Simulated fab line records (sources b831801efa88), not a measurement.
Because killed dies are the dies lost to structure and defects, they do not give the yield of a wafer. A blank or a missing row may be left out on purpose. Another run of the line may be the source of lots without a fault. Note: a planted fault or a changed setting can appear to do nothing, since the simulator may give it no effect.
fab line records	flow sky130
[record] lots = 6	wafers = 18	last-day = 50
route steps=708 shown CAP2M@604 METAL4@621 PAD_OPEN@708
lots with no fault: from the same line, run without faults
start-h: hours from the record's opening day to when the first of the lot's shown wafers began	wait-h: hours elapsed since this lot's preceding step	" the same as in the row above	L1.1+2: one row covering several wafers at once	- value missing, or start not given	* or withheld: withheld	< > ~ a bound
route shown NAME@n: a module of which the file shows steps, and the number in the route of the first	usual: mean and standard deviation over wafers with no fault	same: alike in all rows	chamber/n: place in a boat	sites: per-site readings	_std_site: the standard deviation of these	_edge_site: inner sites' mean taken away from outer sites' mean	radius-mm: for every site, how far away it sits from the centre of the wafer	mask NAME#n: copy n	behind: the most recent tool/chamber to have shaped the wafer	hold: why the lot went on hold/how many hours it stayed there/how the hold came to an end	device: which transistor (n, p or np) failed to switch	end of line: the route-end tests of the same wafers	step lacking rows: just its recipe	killed: not the wafer's yield, but the dies lost to structure and defects at the first sort	map: dies across one wafer; x = killed, . = not, _ = none there
set.NAME: the run value of the setting; set.NAME@STEP: its run value at that earlier step	model.NAME: the simulator's own value behind a step, which no gauge read
certain route steps with their lots: each step a table, each wafer a row
services: a tool's chamber out of use, with start hour (start-h, from the record's first day; less than 0 if before it), hours out, and reason
[[steps]]
[step SKY_CAP2M_THK_MEAS_01]
[recipe] reads = SiO2_of_CAP2M_CVD_00
[usual] CAP2M_CVD_00_THK = 15.41/0.21
lot.wafer	tool	chamber	start-h	wait-h	CAP2M_CVD_00_THK[nm]
L958.2	film-metro-04	-	938.30	-	15.59
L958.3	"	-	"	"	15.45
L958.5	"	-	"	"	15.66
L961.1	film-metro-03	-	961.84	-	15.41
L961.3	"	-	"	"	15.41
L961.4	"	-	"	"	15.74
L960.3	film-metro-01	-	962.51	-	15.11
L960.4	"	-	"	"	15.54
L960.6	"	-	"	"	15.27
L963.2	film-metro-04	-	979.19	-	15.24
L963.5	"	-	"	"	15.46
L963.6	"	-	"	"	15.38
L973.1	film-metro-03	-	1043.05	-	15.27
L973.4	"	-	"	"	15.31
L973.5	"	-	"	"	15.36
L976.2	film-metro-03	-	1066.64	-	15.33
L976.5	"	-	"	"	15.36
L976.6	"	-	"	"	15.64
[step SKY_CAP2M_SPUTTER_02]
[recipe] material = TiN	target-thk-nm = 200	temp-c = 300	power-w = 6500	time-s = 166.7	chamber-pressure-pa = 0.4
[usual] chamber-pressure-pa = 0.4001/0.00078	susceptor-temp-C = 300.00/0.2	throttle-valve-pct = 29.9/0.86
lot.wafer	tool	chamber	start-h	wait-h	chamber-pressure-pa	susceptor-temp-C	throttle-valve-pct
L958.2	pvd-sputter-02	-	938.35	0.0	0.4000	300.15	29.8
L958.3	"	-	"	"	0.4017	300.07	30.7
L958.5	"	-	"	"	0.4007	300.11	29.8
L961.1	pvd-sputter-02	-	961.90	0.1	0.4013	300.02	29.3
L961.3	"	-	"	"	0.3999	300.44	32.0
L961.4	"	-	"	"	0.4010	299.87	29.8
L960.3	pvd-sputter-02	-	962.55	0.0	0.3995	299.62	29.8
L960.4	"	-	"	"	0.4009	300.18	30.7
L960.6	"	-	"	"	0.4004	299.82	29.6
L963.2	pvd-sputter-03	-	979.24	0.0	0.4001	299.83	29.9
L963.5	"	-	"	"	0.4003	299.85	28.2
L963.6	"	-	"	"	0.4010	300.06	29.8
L973.1	pvd-sputter-02	-	1043.11	0.1	0.4008	299.93	32.1
L973.4	"	-	"	"	0.3996	300.06	29.5
L973.5	"	-	"	"	0.4004	299.98	30.7
L976.2	pvd-sputter-03	-	1066.69	0.0	0.4014	300.05	29.9
L976.5	"	-	"	"	0.4010	299.96	29.9
L976.6	"	-	"	"	0.4007	299.73	29.8
[step SKY_CAP2M_RS_MEAS_03]
[recipe] thk-meas-gauge = four-point-probe	reads = TiN_of_CAP2M_SPUTTER_02
[usual] CAP2M_TIN_RS = 6.87/0.068
lot.wafer	tool	chamber	start-h	wait-h	CAP2M_TIN_RS[ohm/sq]
L958.2	film-metro-04	-	938.47	0.1	6.91
L958.3	"	-	"	"	6.97
L958.5	"	-	"	"	6.93
L961.1	film-metro-03	-	962.01	0.1	6.84
L961.3	"	-	"	"	6.88
L961.4	"	-	"	"	6.88
L960.3	film-metro-03	-	962.70	0.1	7.03
L960.4	"	-	"	"	6.98
L960.6	"	-	"	"	7.01
L963.2	film-metro-01	-	979.37	0.1	6.68
L963.5	"	-	"	"	6.70
L963.6	"	-	"	"	6.74
L973.1	film-metro-04	-	1043.22	0.1	6.87
L973.4	"	-	"	"	6.92
L973.5	"	-	"	"	6.92
L976.2	film-metro-04	-	1066.84	0.1	6.88
L976.5	"	-	"	"	6.84
L976.6	"	-	"	"	6.85
[step SKY_CAP2M_THK_MEAS_04]
[recipe] thk-meas-gauge = xrf	reads = TiN_of_CAP2M_SPUTTER_02
[usual] CAP2M_TIN_THK = 202.9/2.3
lot.wafer	tool	chamber	start-h	wait-h	CAP2M_TIN_THK[nm]
L958.2	film-metro-04	-	938.58	0.1	201.2
L958.3	"	-	"	"	199.7
L958.5	"	-	"	"	202.0
L961.1	film-metro-03	-	962.13	0.1	202.7
L961.3	"	-	"	"	201.0
L961.4	"	-	"	"	202.4
L960.3	film-metro-03	-	962.80	0.1	197.9
L960.4	"	-	"	"	198.6
L960.6	"	-	"	"	198.4
L963.2	film-metro-01	-	979.48	0.1	208.1
L963.5	"	-	"	"	207.2
L963.6	"	-	"	"	206.1
L973.1	film-metro-04	-	1043.34	0.1	204.2
L973.4	"	-	"	"	201.7
L973.5	"	-	"	"	201.8
L976.2	film-metro-04	-	1066.95	0.1	203.2
L976.5	"	-	"	"	205.5
L976.6	"	-	"	"	204.5
[step SKY_CAP2M_DEHYDRATE_05]
[recipe] temp-c = 200	time-s = 60
[step SKY_CAP2M_HMDS_06]
[recipe] prime-time-s = 60	prime-temp-c = 120
[step SKY_CAP2M_COAT_07]
[recipe] resist = NOVOLAK	spin-rpm = 3000	resist-thk-nm = 1140
[step SKY_CAP2M_SOFTBAKE_08]
[recipe] temp-c = 90.53	time-s = 60	resist = NOVOLAK
[step SKY_CAP2M_EXPOSE_09]
[recipe] mask-id = CAP2M	na = 0.6	source-shape = conventional	sigma-outer = 0.6	polarization = unpolarized	target-cd-nm = 1000	dose-mj = 159
[step SKY_CAP2M_PEB_10]
[recipe] temp-c = withheld	time-s = *	resist = NOVOLAK
[step SKY_CAP2M_DEVELOP_11]
[recipe] resist = NOVOLAK	developer = TMAH	develop-time-s = 60	dev-temp-c = 23
[step SKY_CAP2M_OVL_MEAS_12]
[usual] CAP2M_OVL = 0.1/1.5
lot.wafer	tool	chamber	start-h	wait-h	CAP2M_OVL[nm]
L958.2	overlay-02	-	962.57	0.1	0.5
L958.3	"	-	"	"	-0.7
L958.5	"	-	"	"	-1.4
L961.1	overlay-01	-	985.60	0.1	0.4
L961.3	"	-	"	"	0.7
L961.4	"	-	"	"	0.8
L960.3	overlay-02	-	986.48	0.1	3.7
L960.4	"	-	"	"	4.0
L960.6	"	-	"	"	2.5
L963.2	overlay-02	-	1001.41	0.1	3.1
L963.5	"	-	"	"	1.6
L963.6	"	-	"	"	-1.6
L973.1	overlay-01	-	1064.40	0.1	-2.0
L973.4	"	-	"	"	-0.1
L973.5	"	-	"	"	-2.0
L976.2	overlay-02	-	1088.31	0.1	0.7
L976.5	"	-	"	"	0.7
L976.6	"	-	"	"	0.8
[step SKY_CAP2M_METAL_ETCH_13]
[recipe] target-depth-nm = 220	stop-on = SiO2	chemistry = Cl2/BCl3	target = TiN	pressure-mtorr = 10	icp-w = 900	bias-w = 48.5	Cl2_flow_sccm = 60	bcl3-flow-sccm = 30	time-s = 62.9
[usual] drypump-motor-current-A = 5.4/0.32	oes-product-au = 0.944/0.0072	run-length-s = 91.2/0.43	throttle-valve-pct = 21.900/0.0084
lot.wafer	tool	chamber	start-h	wait-h	drypump-motor-current-A	oes-product-au	rf-hours-counter-h	run-length-s	throttle-valve-pct	model.NOVOLAK_of_CAP2M_COAT_07.thk-nm	model.CAP2M.feature-depth-nm	model.SiO2_of_CAP2M_CVD_00.thk-nm
L958.2	rie-metal-03	0	962.60	0.0	5.1	0.944	7	91.2	21.898	998.1	200.4	15.56
L958.3	"	0	"	"	5.1	0.939	-	91.5	21.905	997.5	199	15.47
L958.5	"	0	"	"	5.1	0.938	-	91.1	21.903	997.4	199.7	15.66
L961.1	rie-metal-03	0	985.64	0.0	5.1	0.940	8	91.4	21.902	997.4	201.5	15.38
L961.3	"	1	"	"	5.4	0.943	-	91.4	21.891	991.1	200.8	15.39
L961.4	"	0	"	"	5.1	0.939	-	91.3	21.908	999.9	200.6	15.73
L960.3	rie-metal-03	0	986.53	0.0	5.1	0.822	-	106.3	21.976	964.7	201.8	9.84
L960.4	"	1	"	"	5.4	0.825	-	106.4	21.967	963.8	202.6	10.21
L960.6	"	0	"	"	5.1	0.822	-	106.7	21.979	959	202.1	10.02
L963.2	rie-metal-03	1	1001.44	0.0	5.4	0.833	17	107.0	21.974	958.7	212	9.908
L963.5	"	0	"	"	5.1	0.843	-	106.8	21.960	961.9	211.3	10.2
L963.6	"	1	"	"	5.4	0.845	-	106.4	21.967	960.5	209.6	10.15
L973.1	rie-metal-03	1	1064.44	0.0	5.4	0.950	21	91.4	21.906	994.6	201.6	15.29
L973.4	"	1	"	"	5.4	0.942	-	91.8	21.897	992.4	199.7	15.32
L973.5	"	0	"	"	5.1	0.941	-	91.1	21.925	998.5	200	15.37
L976.2	rie-metal-04	1	1088.34	0.0	6.1	0.939	9	90.5	21.909	992.2	201.1	15.32
L976.5	"	1	"	"	6.1	0.953	-	90.5	21.891	990.6	203.1	15.43
L976.6	"	0	"	"	5.7	0.949	-	90.7	21.908	993.8	202.4	15.66
[step SKY_CAP2M_STRIP_14]
[recipe] chemistry = O2/N2	power-w = 1400	pressure-mtorr = 1500	platen-temp-c = withheld	o2-flow-sccm = 3000	n2-flow-sccm = 300	overash-fraction = 0.5
[usual] drypump-motor-current-A = 5.7/0.54	oes-product-au = 0.710/0.0048	strip-time-to-endpoint-s = 12.65/0.041
lot.wafer	tool	chamber	start-h	wait-h	drypump-motor-current-A	oes-product-au	rf-hours-counter-h	strip-time-to-endpoint-s
L958.2	plasma-asher-02	1	962.68	0.1	5.5	0.716	54	12.70
L958.3	"	1	"	"	5.5	0.712	-	12.71
L958.5	"	0	"	"	5.0	0.717	-	12.70
L961.1	plasma-asher-04	1	985.72	0.1	5.3	0.703	83	12.72
L961.3	"	1	"	"	5.3	0.705	-	12.63
L961.4	"	0	"	"	6.6	0.709	-	12.73
L960.3	plasma-asher-04	0	986.62	0.1	6.6	0.712	-	12.34
L960.4	"	1	"	"	5.3	0.710	-	12.31
L960.6	"	0	"	"	6.6	0.715	-	12.26
L963.2	plasma-asher-04	1	1001.52	0.1	5.3	0.717	85	12.24
L963.5	"	0	"	"	6.6	0.707	-	12.29
L963.6	"	1	"	"	5.3	0.714	-	12.28
L973.1	plasma-asher-02	1	1064.52	0.1	5.5	0.706	66	12.67
L973.4	"	1	"	"	5.5	0.708	-	12.65
L973.5	"	0	"	"	4.9	0.708	-	12.71
L976.2	plasma-asher-04	0	1088.42	0.1	6.6	0.712	93	12.64
L976.5	"	0	"	"	6.6	0.707	-	12.61
L976.6	"	1	"	"	5.2	0.715	-	12.66
[step SKY_CAP2M_STRIP_15]
[recipe] chemistry = post-etch-residue-remover	time-s = 1200	temp-c = 72.5
[step SKY_CAP2M_CLEAN_16]
[recipe] chemistry = IPA	time-s = 180	temp-c = 25
[step SKY_CAP2M_CLEAN_17]
[recipe] chemistry = O3/DIW	dry = n2-spin
[step SKY_METAL4_DEHYDRATE_05]
[recipe] temp-c = 200	time-s = 60
[step SKY_METAL4_HMDS_06]
[recipe] prime-time-s = 60	prime-temp-c = 120
[step SKY_METAL4_COAT_07]
[recipe] resist = BARC	temp-c = withheld	time-s = withheld	spin-rpm = 3000	resist-thk-nm = 60
[step SKY_METAL4_COAT_08]
[recipe] resist = KrF-thick	spin-rpm = 3000	resist-thk-nm = 1140
[step SKY_METAL4_SOFTBAKE_09]
[recipe] temp-c = 100	time-s = 90	resist = KrF-thick
[step SKY_METAL4_EXPOSE_10]
[recipe] mask-id = MM4	na = 0.68	source-shape = annular	sigma-inner = 0.4	sigma-outer = 0.8	target-cd-nm = 300	dose-mj = 28
[step SKY_METAL4_PEB_11]
[recipe] peb-temp-c = withheld	peb-time-s = withheld	resist = KrF-thick
[step SKY_METAL4_DEVELOP_12]
[recipe] develop-time-s = 60	resist = KrF-thick	dev-temp-c = 21
[step SKY_METAL4_CD_MEAS_13]
[recipe] target-cd-nm = 300
[usual] cd-nm = 300.2/1.3
lot.wafer	tool	chamber	start-h	wait-h	cd-nm
L958.2	cd-sem-02	-	987.19	-	299.8
L958.3	"	-	"	"	299.6
L958.5	"	-	"	"	298.7
L961.1	cd-sem-02	-	1009.20	-	299.9
L961.3	"	-	"	"	299.9
L961.4	"	-	"	"	298.2
L960.3	cd-sem-02	-	1010.19	-	299.4
L960.4	"	-	"	"	301.0
L960.6	"	-	"	"	299.8
L963.2	cd-sem-02	-	1023.49	-	299.7
L963.5	"	-	"	"	298.2
L963.6	"	-	"	"	300.1
L973.1	cd-sem-02	-	1086.42	-	301.2
L973.4	"	-	"	"	301.7
L973.5	"	-	"	"	299.8
L976.2	cd-sem-02	-	1109.47	-	300.9
L976.5	"	-	"	"	300.3
L976.6	"	-	"	"	300.8
[step SKY_METAL4_OVL_MEAS_14]
[usual] METAL4_OVL = 0/5.4
lot.wafer	tool	chamber	start-h	wait-h	METAL4_OVL[nm]
L958.2	overlay-01	-	987.29	0.1	4
L958.3	"	-	"	"	9
L958.5	"	-	"	"	-1
L961.1	overlay-02	-	1009.32	0.1	2
L961.3	"	-	"	"	-1
L961.4	"	-	"	"	2
L960.3	overlay-02	-	1010.28	0.1	-3
L960.4	"	-	"	"	7
L960.6	"	-	"	"	-2
L963.2	overlay-02	-	1023.59	0.1	-5
L963.5	"	-	"	"	-4
L963.6	"	-	"	"	-1
L973.1	overlay-02	-	1086.54	0.1	-8
L973.4	"	-	"	"	-14
L973.5	"	-	"	"	-4
L976.2	overlay-02	-	1109.58	0.1	-11
L976.5	"	-	"	"	-1
L976.6	"	-	"	"	-11
[step SKY_METAL4_DESCUM_15]
[recipe] chemistry = O2	source-power-w = 150	bias-power-w = 0	pressure-mtorr = 10	temp-c = 40	time-s = 8
[usual] drypump-motor-current-A = 5.5/0.32	oes-product-au = 1.003/0.009
lot.wafer	tool	chamber	start-h	wait-h	drypump-motor-current-A	oes-product-au	rf-hours-counter-h
L958.2	rie-metal-04	1	987.32	0.0	6.1	0.997	2
L958.3	"	1	"	"	6.1	0.992	-
L958.5	"	1	"	"	6.1	0.990	-
L961.1	rie-metal-04	0	1009.36	0.0	5.7	1.000	13
L961.3	"	1	"	"	6.1	1.004	-
L961.4	"	0	"	"	5.7	1.004	-
L960.3	rie-metal-04	0	1010.32	0.0	5.7	0.993	-
L960.4	"	1	"	"	6.1	0.995	-
L960.6	"	1	"	"	6.1	0.993	-
L963.2	rie-metal-02	1	1023.62	0.0	5.4	1.002	17
L963.5	"	1	"	"	5.4	1.002	-
L963.6	"	0	"	"	5.3	1.010	-
L973.1	rie-metal-02	0	1086.57	0.0	5.4	1.009	26
L973.4	"	1	"	"	5.3	0.999	-
L973.5	"	0	"	"	5.3	1.001	-
L976.2	rie-metal-02	1	1109.61	0.0	5.3	1.001	23
L976.5	"	1	"	"	5.3	0.997	-
L976.6	"	0	"	"	5.3	1.011	-
[step SKY_METAL4_ETCH_16]
[recipe] chemistry = N2/H2	target = BARC	ion-energy-ev = 200	bias-w = 100	pressure-mtorr = 30	n2-flow-sccm = 100	h2-flow-sccm = 200	icp-w = 500	stop-on = SiO2	time-s = 88.2	target-depth-a = 600
[usual] drypump-motor-current-A = 5.5/0.32	oes-product-au = 0.626/0.0048	run-length-s = 116.5/0.84	throttle-valve-pct = 13.205/0.0089
lot.wafer	tool	chamber	start-h	wait-h	drypump-motor-current-A	oes-product-au	rf-hours-counter-h	run-length-s	throttle-valve-pct
L958.2	rie-metal-04	1	987.36	0.0	6.1	0.625	2	115.9	13.215
L958.3	"	1	"	"	6.1	0.621	-	116.5	13.227
L958.5	"	1	"	"	6.0	0.635	-	115.8	13.218
L961.1	rie-metal-04	0	1009.39	0.0	5.7	0.623	13	115.9	13.206
L961.3	"	1	"	"	6.1	0.618	-	116.0	13.206
L961.4	"	0	"	"	5.7	0.623	-	115.8	13.223
L960.3	rie-metal-04	0	1010.37	0.0	5.7	0.617	-	116.0	13.198
L960.4	"	1	"	"	6.0	0.627	-	115.9	13.218
L960.6	"	1	"	"	6.1	0.622	-	115.7	13.198
L963.2	rie-metal-02	1	1023.66	0.0	5.4	0.620	17	116.9	13.202
L963.5	"	1	"	"	5.4	0.625	-	117.5	13.198
L963.6	"	0	"	"	5.4	0.622	-	115.8	13.211
L973.1	rie-metal-02	0	1086.61	0.0	5.3	0.631	26	115.7	13.201
L973.4	"	1	"	"	5.4	0.618	-	117.1	13.207
L973.5	"	0	"	"	5.3	0.631	-	116.1	13.207
L976.2	rie-metal-02	1	1109.64	0.0	5.3	0.632	23	116.8	13.196
L976.5	"	1	"	"	5.4	0.624	-	117.0	13.209
L976.6	"	0	"	"	5.3	0.626	-	116.1	13.195
[step SKY_METAL4_ETCH_17]
[recipe] target = SiO2	stop-on = TiN	chemistry = C4F8/O2/Ar	source-w = 1500	bias-w = 1200	pressure-mtorr = 40	c4f8-flow-sccm = withheld	O2_flow_sccm = 6	Ar_flow_sccm = 300	time-s = 3.9	target-depth-a = 150
[usual] oes-product-au = 0.752/0.0067
lot.wafer	tool	chamber	start-h	wait-h	oes-product-au	rf-hours-counter-h
L958.2	rie-diel-01	1	987.45	0.1	0.746	8
L958.3	"	0	"	"	0.749	15
L958.5	"	2	"	"	0.761	-
L961.1	rie-diel-03	0	1009.49	0.1	0.750	16
L961.3	"	2	"	"	0.755	8
L961.4	"	1	"	"	0.761	18
L960.3	rie-diel-03	2	1010.44	0.0	0.613	8
L960.4	"	1	"	"	0.625	18
L960.6	"	0	"	"	0.623	-
L963.2	rie-diel-03	0	1023.75	0.1	0.619	16
L963.5	"	3	"	"	0.626	-
L963.6	"	0	"	"	0.623	-
L973.1	rie-diel-01	0	1086.71	0.1	0.748	18
L973.4	"	2	"	"	0.754	27
L973.5	"	2	"	"	0.749	-
L976.2	rie-diel-03	2	1109.74	0.1	0.745	11
L976.5	"	1	"	"	0.758	-
L976.6	"	0	"	"	0.756	-
[step SKY_METAL4_METAL_ETCH_18]
[recipe] target-depth-a = 8450	stop-on = SiO2	over-etch-frac = 0.3	time-s = 183.1	chemistry = Cl2/BCl3	resist-sidewall-deg = 88	pressure-mtorr = 10	icp-w = 900	bias-w = 48.5	Cl2_flow_sccm = 60	bcl3-flow-sccm = 30
[usual] drypump-motor-current-A = 5.4/0.32	oes-product-au = 0.863/0.0062	run-length-s = 211.4/0.53	throttle-valve-pct = 22.264/0.0081
[same] over-etch-frac = 0.3
lot.wafer	tool	chamber	start-h	wait-h	drypump-motor-current-A	oes-product-au	rf-hours-counter-h	run-length-s	throttle-valve-pct
L958.2	rie-metal-01	0	987.47	0.0	5.4	0.865	19	211.7	22.262
L958.3	"	1	"	"	5.0	0.861	-	211.8	22.250
L958.5	"	0	"	"	5.4	0.864	-	211.3	22.265
L961.1	rie-metal-02	0	1009.51	0.0	5.3	0.868	20	211.0	22.249
L961.3	"	1	"	"	5.3	0.861	-	211.9	22.267
L961.4	"	0	"	"	5.3	0.870	-	210.7	22.268
L960.3	rie-metal-02	1	1010.52	0.1	5.4	0.865	-	211.7	22.255
L960.4	"	0	"	"	5.3	0.855	-	210.7	22.261
L960.6	"	0	"	"	5.4	0.864	-	211.0	22.267
L963.2	rie-metal-01	1	1023.77	0.0	5.1	0.866	16	211.8	22.260
L963.5	"	0	"	"	5.4	0.865	-	211.8	22.256
L963.6	"	1	"	"	5.1	0.864	-	212.1	22.276
L973.1	rie-metal-01	0	1086.72	0.0	5.4	0.855	24	211.3	22.274
L973.4	"	0	"	"	5.4	0.854	-	212.0	22.278
L973.5	"	1	"	"	5.0	0.862	-	212.1	22.254
L976.2	rie-metal-04	1	1109.76	0.0	6.1	0.864	10	210.9	22.254
L976.5	"	1	"	"	6.1	0.854	-	210.6	22.265
L976.6	"	0	"	"	5.7	0.865	-	211.4	22.267
[step SKY_PAD_OPEN_PROBE_99]
lot.wafer	tool	chamber	start-h	wait-h	model.etest.cap-mim2.bv-v	model.etest.cap-mim2.leak-log10-a-cm2
L958.3	prober-02	-	1085.84	0.2	14.39	-8.939
L961.1	prober-02	-	1102.77	0.1	13.56	-8.898
L961.3	prober-02	-	1102.87	0.2	13.93	-9.101
L963.5	prober-01	-	1115.13	0.2	13.25	-8.57
L963.6	prober-01	-	1115.18	0.2	12.88	-8.219
L973.1	prober-01	-	1171.53	0.1	14.12	-9.169
L973.4	prober-01	-	1171.68	0.2	13.61	-8.839
L973.5	prober-01	-	1171.73	0.2	13.2	-8.843
L976.2	prober-02	-	1188.37	0.1	13.61	-9.109
L976.6	prober-02	-	1188.57	0.2	14.35	-9.193
// killed by level:class
L958.3 VIA1:geometric-particle:open=12 CONTACT:geometric-particle:open=8 LI_CONTACT:geometric-particle:open=7 FIELD_ISO:geometric-particle:short=6 METAL1:geometric-particle:short=6 POLY_GATE:geometric-particle:short=6 VIA3:geometric-particle:open=6 FIELD_ISO:geometric-particle:open=5
L961.1 CONTACT:geometric-particle:open=14 VIA1:geometric-particle:open=10 METAL1:geometric-particle:short=8 LOCAL_INTERCONNECT:geometric-particle:short=5 VIA2:geometric-particle:open=5 FIELD_ISO:geometric-particle:short=4 LI_CONTACT:geometric-particle:short=4 CONTACT:geometric-particle:short=4
L961.3 CONTACT:geometric-particle:open=13 VIA1:geometric-particle:open=11 VIA2:geometric-particle:open=8 METAL1:geometric-particle:short=6 LOCAL_INTERCONNECT:geometric-particle:short=5 CONTACT:geometric-particle:short=5 LI_CONTACT:geometric-particle:open=4 VIA2:geometric-particle:short=3
L973.1 CONTACT:geometric-particle:open=7 LI_CONTACT:geometric-particle:open=7 VIA3:geometric-particle:open=6 METAL2:geometric-particle:short=6 METAL1:geometric-particle:short=5 VIA1:geometric-particle:open=5 FIELD_ISO:geometric-particle:open=4 METAL4:geometric-particle:short=4
L973.4 VIA2:geometric-particle:open=11 VIA1:geometric-particle:open=9 CONTACT:geometric-particle:open=7 METAL1:geometric-particle:short=6 VIA3:geometric-particle:open=5 POLY_GATE:geometric-particle:short=4 LI_CONTACT:geometric-particle:open=4 LOCAL_INTERCONNECT:geometric-particle:short=4
L973.5 VIA1:geometric-particle:open=7 VIA3:geometric-particle:open=7 VIA1:geometric-particle:short=6 VIA2:geometric-particle:open=6 LOCAL_INTERCONNECT:geometric-particle:short=6 METAL2:geometric-particle:short=5 POLY_GATE:geometric-particle:short=4 POLY_GATE:geometric-particle:open=4
L976.2 CONTACT:geometric-particle:open=8 VIA3:geometric-particle:open=8 METAL1:geometric-particle:short=6 CONTACT:geometric-particle:short=5 VIA1:geometric-particle:short=5 VIA2:geometric-particle:short=5 VIA2:geometric-particle:open=5 LI_CONTACT:geometric-particle:open=4
L976.6 CONTACT:geometric-particle:open=12 CONTACT:geometric-particle:short=6 METAL1:geometric-particle:short=6 VIA3:geometric-particle:open=6 LI_CONTACT:geometric-particle:open=5 VIA1:geometric-particle:open=5 FIELD_ISO:geometric-particle:short=3 LI_CONTACT:geometric-particle:short=3
[[services]]
tool	chamber	start-h	hours	kind
pvd-sputter-02	-	924.27	0.6	repair
rie-metal-04	1	927.99	-	clean
rie-metal-04	1	927.99	14.9	scheduled-down
pvd-sputter-02	-	928.96	2.4	repair
rie-diel-01	2	932.46	9.6	repair
rie-diel-01	-	948.90	2.8	pm
rie-metal-01	-	972.93	1.4	pm
rie-diel-01	3	974.73	2.5	repair
rie-metal-02	-	980.57	0.7	repair
rie-diel-01	2	1012.72	1.4	repair
rie-diel-03	0	1025.74	2.8	repair
rie-diel-03	3	1030.00	6.4	repair
rie-diel-01	0	1042.30	1.6	repair
rie-metal-01	-	1043.05	17.6	repair
rie-diel-03	1	1052.36	5.1	repair
plasma-asher-04	-	1058.49	2.7	repair
pvd-sputter-02	-	1059.14	3.5	repair
pvd-sputter-02	-	1065.89	18.9	repair
rie-metal-04	-	1066.28	0.4	repair
rie-diel-03	3	1068.35	9.0	repair
rie-diel-01	-	1074.92	0.1	repair
plasma-asher-02	-	1081.79	1.1	repair
rie-diel-03	-	1104.50	0.8	repair
rie-diel-03	3	1109.66	14.7	repair
[[key]]
[first-sign] step = SKY_CAP2M_METAL_ETCH_13	reading = run-length-s	direction = up	sigmas = 36	usual = *	struck = *
[effect] step = SKY_CAP2M_METAL_ETCH_13	reading = oes-product-au	direction = down	sigmas = 16	usual = 0.944	struck = 0.831
[effect] step = SKY_CAP2M_STRIP_14	reading = strip-time-to-endpoint-s	direction = down	sigmas = 8.9	usual = *	struck = *
[effect] step = SKY_METAL4_ETCH_17	reading = oes-product-au	direction = down	sigmas = 19	usual = 0.752	struck = 0.622
[model-effect] step = SKY_CAP2M_METAL_ETCH_13	value = NOVOLAK_of_CAP2M_COAT_07.thk-nm	without = 996.5	struck = 961.5
[model-effect] step = SKY_PAD_OPEN_PROBE_99	value = etest.cap-mim2.bv-v	without = 14.32	struck = 13.07
met-at SKY_CAP2M_METAL_ETCH_13
struck-wafers L960.3,L960.4,L960.6,L963.2,L963.5,L963.6
sort-left-out L960.3,L960.4,L960.6,L963.2,L963.5,L963.6
onset-between 985.64 986.53
[fault] kind = process-parameter-drift	tool = rie-metal-03	chamber = -	onset-h = 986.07	steps = SKY_CAP2M_METAL_ETCH_13	channel = time-s	offset = *	shape = step	end-h = 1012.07	acts-in = *	stated = *
// sort-left-out: the simulated sort isn't trusted on such a fault, so these wafers' sort isn't shown, and their yield isn't known
